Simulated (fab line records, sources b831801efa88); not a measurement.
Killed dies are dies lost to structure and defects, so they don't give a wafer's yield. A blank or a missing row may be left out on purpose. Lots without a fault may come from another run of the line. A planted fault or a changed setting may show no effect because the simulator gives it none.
One fault seen from 2 desks | flow gf180mcu | each desk has only its own numbers; what lay behind them comes last

THE METROLOGY DESK
What the gauges read, lot by lot, whatever tool the lot ran on: means of the sampled wafers that have a number. A lot is out of limits, marked OUT, if its mean lies more than 4 standard deviations from the usual mean; the brackets give that distance.
Columns: A = SAB_CVD_00_THK at GF_SAB_THK_MEAS_01, usual 49.9 nm; B = cd_nm at GF_SAB_CD_MEAS_09, usual 419.7 nm; C = SAB_OVL at GF_SAB_OVL_MEAS_10, usual 0.9 nm
lot  | first seen here | A    | B     | C
L509 | day 14 11:54    | 49.8 | 415.0 | 1.5
L513 | day 15 17:03    | 49.6 | 422.0 | 1.7
L514 | day 15 21:35    | 48.9 | 418.5 | 1.2
L523 | day 19 01:14    | 49.8 | 417.2 | 2.9
L524 | day 19 11:52    | 50.3 | 420.7 | 1.9
L532 | day 22 15:32    | 50.1 | 418.4 | 2.4
This desk's finding: nothing out of limits on any of the 6 lots.

THE TOOL OWNER'S DESK: wet_bench-02
The tool's own readings at GF_SAB_WET_ETCH_12 (etches SiO2 in dHF, target depth 22 nm, time 440 s): means of the sampled wafers that have a number, for each lot that ran on this tool. A lot is out of limits, marked OUT, if its mean lies more than 4 standard deviations from the usual mean; the brackets give that distance.
Columns: A = run_length_s at GF_SAB_WET_ETCH_12, usual 470 s
lot  | first seen here | A
L513 | day 16 14:36    | 313 (-42) OUT
L514 | day 16 19:48    | 313 (-42) OUT
L523 | day 20 01:43    | 471
This desk's finding: out of limits on L513, L514; first on L513, day 16 14:36 (run_length_s at GF_SAB_WET_ETCH_12). In limits: L523.

PUT TOGETHER
The tool owner's desk could have raised an alarm at day 16 14:36, on L513, L514.
The metrology desk saw nothing out of limits.
The metrology desk has L513, L514 on record, within its limits.
Of the lots named, all ran GF_SAB_WET_ETCH_12 on wet_bench-02.

WHAT THE SIMULATOR HAD PUT IN
Process parameter drift: wet_bench-02, from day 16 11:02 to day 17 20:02, at GF_SAB_WET_ETCH_12. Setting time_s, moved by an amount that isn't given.
Lots struck among those shown: L513, L514.
Hours from the fault's start to each desk's first reading out of limits: the tool owner's desk, 4.
